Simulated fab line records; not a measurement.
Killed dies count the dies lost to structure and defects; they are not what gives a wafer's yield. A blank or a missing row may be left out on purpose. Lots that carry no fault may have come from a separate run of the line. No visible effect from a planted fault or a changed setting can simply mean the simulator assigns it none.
Which tool is to blame?	flow sky130	11 lots with 33 wafers sampled at 6 steps, on a route of 708 steps

WHAT EACH GAUGE READ, for each wafer
SKY_POLY_GATE_THK_MEAS_01. Usual: POLY_GATE_CVD_00_THK gives 179.6 nm (standard deviation 1.8).
lot	measured	on	POLY_GATE_CVD_00_THK (nm)	flag
L605	day 14 09:05	film-metro-03	178.8 178.1 180.1	
L606	day 15 02:58	film-metro-01	177.1 178.0 178.6	
L609	day 15 12:34	film-metro-02	178.0 177.9 176.2	
L610	day 15 20:37	film-metro-03	179.5 180.2 178.5	
L614	day 17 06:07	film-metro-02	142.2 142.6 142.7	OFF
L615	day 17 15:23	film-metro-02	140.0 139.9 140.7	OFF
L616	day 18 01:18	film-metro-02	137.4 137.2 137.9	OFF
L623	day 20 14:10	film-metro-03	178.8 178.1 178.6	
L624	day 20 21:06	film-metro-02	180.4 180.0 181.3	
L625	day 21 00:26	film-metro-01	179.2 178.8 178.9	
L627	day 21 13:57	film-metro-02	177.1 176.5 178.9	

SKY_METAL3_OVL_MEAS_14. Usual: METAL3_OVL gives 1 nm (standard deviation 5.8).
lot	measured	on	METAL3_OVL (nm)	flag
L605	day 38 16:47	overlay-02	-1 9 4	
L606	day 39 14:28	overlay-02	-1 -5 -6	
L609	day 39 20:25	overlay-01	9 6 10	
L610	day 40 01:49	overlay-01	-1 -1 -3	
L614	day 41 05:22	overlay-02	-10 -10 -5	
L615	day 41 15:11	overlay-01	6 5 5	
L616	day 41 23:35	overlay-01	6 4 4	
L623	day 43 20:41	overlay-01	5 5 6	
L624	day 44 03:34	overlay-01	7 4 10	
L625	day 44 04:31	overlay-01	6 14 6	
L627	day 44 14:44	overlay-02	-1 0 0	

EACH LOT AND THE TOOL THAT RAN IT (in order: tool; ch and the chambers of the sampled wafers; start)
lot	SKY_POLY_GATE_CVD_00	SKY_POLY_GATE_ETCH_17	SKY_CONTACT_CMP_04	SKY_METAL2_SPUTTER_01
L605	lpcvd-01 ch 1, day 14 07:53	rie-si-01 ch 0,1, day 16 18:50	cmp-02 ch 0,3, day 30 15:27	pvd-sputter-01, day 34 04:09
L606	lpcvd-01 ch 0, day 15 01:45	rie-si-02 ch 0,1,3, day 17 14:50	cmp-02 ch 0,1,3, day 31 14:29	pvd-sputter-03, day 35 03:14
L609	lpcvd-01 ch 0, day 15 11:21	rie-si-01 ch 1,2,3, day 17 23:20	cmp-02 ch 1,2,3, day 31 22:10	pvd-sputter-01, day 35 10:53
L610	lpcvd-01 ch 0, day 15 19:24	rie-si-01 ch 1,2, day 18 09:05	cmp-01 ch 2,3, day 32 03:32	pvd-sputter-01, day 35 16:03
L614	lpcvd-01 ch 0, day 17 04:53	rie-si-02 ch 0,2,3, day 19 19:56	cmp-02 ch 2,3, day 33 08:42	pvd-sputter-02, day 36 20:34
L615	lpcvd-01 ch 1, day 17 14:10	rie-si-01 ch 0,2,3, day 20 07:14	cmp-01 ch 1,2,3, day 33 21:07	pvd-sputter-01, day 37 08:47
L616	lpcvd-01 ch 1, day 18 00:05	rie-si-01 ch 1,2, day 20 17:22	cmp-02 ch 0,2,3, day 34 07:28	pvd-sputter-02, day 37 18:23
L623	lpcvd-01 ch 0, day 20 12:56	rie-si-02 ch 0,1, day 23 04:34	cmp-02 ch 0,1, day 36 08:25	pvd-sputter-01, day 39 17:26
L624	lpcvd-01 ch 1, day 20 19:54	rie-si-01 ch 0,1,2, day 23 11:15	cmp-02 ch 0,1,2, day 36 15:56	pvd-sputter-01, day 40 01:47
L625	lpcvd-01 ch 0, day 20 23:14	rie-si-02 ch 0,1,2, day 23 14:54	cmp-02 ch 0,2,3, day 36 16:31	pvd-sputter-03, day 40 02:20
L627	lpcvd-01 ch 1, day 21 12:08	rie-si-02 ch 1,2, day 24 03:29	cmp-02 ch 0,1, day 37 04:35	pvd-sputter-01, day 40 12:54
- SKY_POLY_GATE_CVD_00: deposits poly-Si, target thk 180 nm, time 720 s.
- SKY_POLY_GATE_ETCH_17: etches poly-Si in HBr/Cl2, stops on SiO2, target depth 180 nm, time 70.5 s.
- SKY_CONTACT_CMP_04: polishes SiO2.
- SKY_METAL2_SPUTTER_01: material TiN, target thk 20 nm, time 16.7 s.

WHAT THE TOOLS THEMSELVES READ (means of the sampled wafers that have a number; where no wafer has one, the mark that the record gives instead)
SKY_POLY_GATE_CVD_00. Usual: spike-tc-bottom-C 642.0 C, standard deviation 2; spike-tc-centre-C 622.2 C, standard deviation 1.1; spike-tc-lower-C 619.9 C, standard deviation 1; spike-tc-top-C 634.8 C, standard deviation 1.4; spike-tc-upper-C 620.9 C, standard deviation 1.
lot	tool	spike-tc-bottom-C (C)	spike-tc-centre-C (C)	spike-tc-lower-C (C)	spike-tc-top-C (C)	spike-tc-upper-C (C)	flag
L605	lpcvd-01	640.7	620.5	619.3	635.2	621.6	
L606	lpcvd-01	643.7	622.6	621.1	636.0	620.6	
L609	lpcvd-01	644.3	623.0	620.0	635.5	620.2	
L610	lpcvd-01	643.8	622.6	620.6	636.2	620.0	
L614	lpcvd-01	633.7	612.0	608.4	625.0	609.9	OFF
L615	lpcvd-01	629.7	611.0	609.0	623.7	610.5	OFF
L616	lpcvd-01	630.3	611.6	608.0	623.3	610.3	OFF
L623	lpcvd-01	643.5	623.8	620.6	636.3	620.1	
L624	lpcvd-01	640.6	622.0	619.0	634.4	622.0	
L625	lpcvd-01	644.5	623.2	620.3	636.6	619.7	
L627	lpcvd-01	639.7	622.6	619.6	634.0	621.4	

SKY_POLY_GATE_ETCH_17. Usual: bias-w 100.06 W, standard deviation 0.3; drypump-motor-current-A 5.6 A, standard deviation 0.52; oes-product-au 0.983 a.u., standard deviation 0.0065; throttle-valve-pct 33.686 %, standard deviation 0.0089.
lot	tool	bias-w (W)	drypump-motor-current-A (A)	oes-product-au (a.u.)	throttle-valve-pct (%)	flag
L605	rie-si-01	100.12	6.0	0.984	33.692	
L606	rie-si-02	100.22	5.8	0.977	33.693	
L609	rie-si-01	99.81	5.6	0.978	33.679	
L610	rie-si-01	100.30	6.2	0.988	33.684	
L614	rie-si-02	100.16	5.6	0.843	33.689	OFF
L615	rie-si-01	99.98	5.1	0.834	33.681	OFF
L616	rie-si-01	100.23	5.9	0.818	33.681	OFF
L623	rie-si-02	100.31	5.8	0.985	33.679	
L624	rie-si-01	100.03	5.7	0.982	33.687	
L625	rie-si-02	100.10	5.6	0.988	33.689	
L627	rie-si-02	100.22	5.6	0.982	33.690	

SKY_CONTACT_CMP_04. Usual: motor-current-A 11.6 A, standard deviation 0.98; time-to-endpoint-s 81 s, standard deviation 3.5.
lot	tool	motor-current-A (A)	time-to-endpoint-s (s)	flag
L605	cmp-02	12.2	83	
L606	cmp-02	11.5	80	
L609	cmp-02	11.3	87	
L610	cmp-01	12.9	78	
L614	cmp-02	11.5	83	
L615	cmp-01	11.9	84	
L616	cmp-02	11.9	81	
L623	cmp-02	11.8	81	
L624	cmp-02	11.7	83	
L625	cmp-02	11.9	76	
L627	cmp-02	11.2	89	

SKY_METAL2_SPUTTER_01. Usual: throttle-valve-pct 30.5 %, standard deviation 1.2.
lot	tool	throttle-valve-pct (%)	flag
L605	pvd-sputter-01	31.6	
L606	pvd-sputter-03	29.9	
L609	pvd-sputter-01	30.6	
L610	pvd-sputter-01	31.5	
L614	pvd-sputter-02	29.7	
L615	pvd-sputter-01	30.3	
L616	pvd-sputter-02	29.2	
L623	pvd-sputter-01	31.7	
L624	pvd-sputter-01	30.3	
L625	pvd-sputter-03	30.6	
L627	pvd-sputter-01	30.5	

THE ANSWER, worked out from the rows above alone
Rule: take the mean of a lot's wafers that have a number; if it is more than 3 standard deviations from the usual mean, the lot is off. A lot without any number at a reading at which 4 lots or more have one is off too. The other lots that the step has rows for count as sound. First the gauges in route order, then the tools' own readings, where a lot's mean is used as printed above. The first step at which some lot is off is used, and at that step the reading that is off furthest; a lot without a number counts as furthest.
Off: L614, L615, L616, seen at SKY_POLY_GATE_THK_MEAS_01 (POLY_GATE_CVD_00_THK).
A tool fits if, at a process step before that reading, it ran every lot that is off, and no sound lot after the first of them. The gauges at SKY_POLY_GATE_THK_MEAS_01 aren't tried: what is off there is off at SKY_POLY_GATE_CVD_00 too, on other tools, and a gauge's error can't cause that. No candidate that was tried fits.

WHAT THE SIMULATOR HAD PUT IN
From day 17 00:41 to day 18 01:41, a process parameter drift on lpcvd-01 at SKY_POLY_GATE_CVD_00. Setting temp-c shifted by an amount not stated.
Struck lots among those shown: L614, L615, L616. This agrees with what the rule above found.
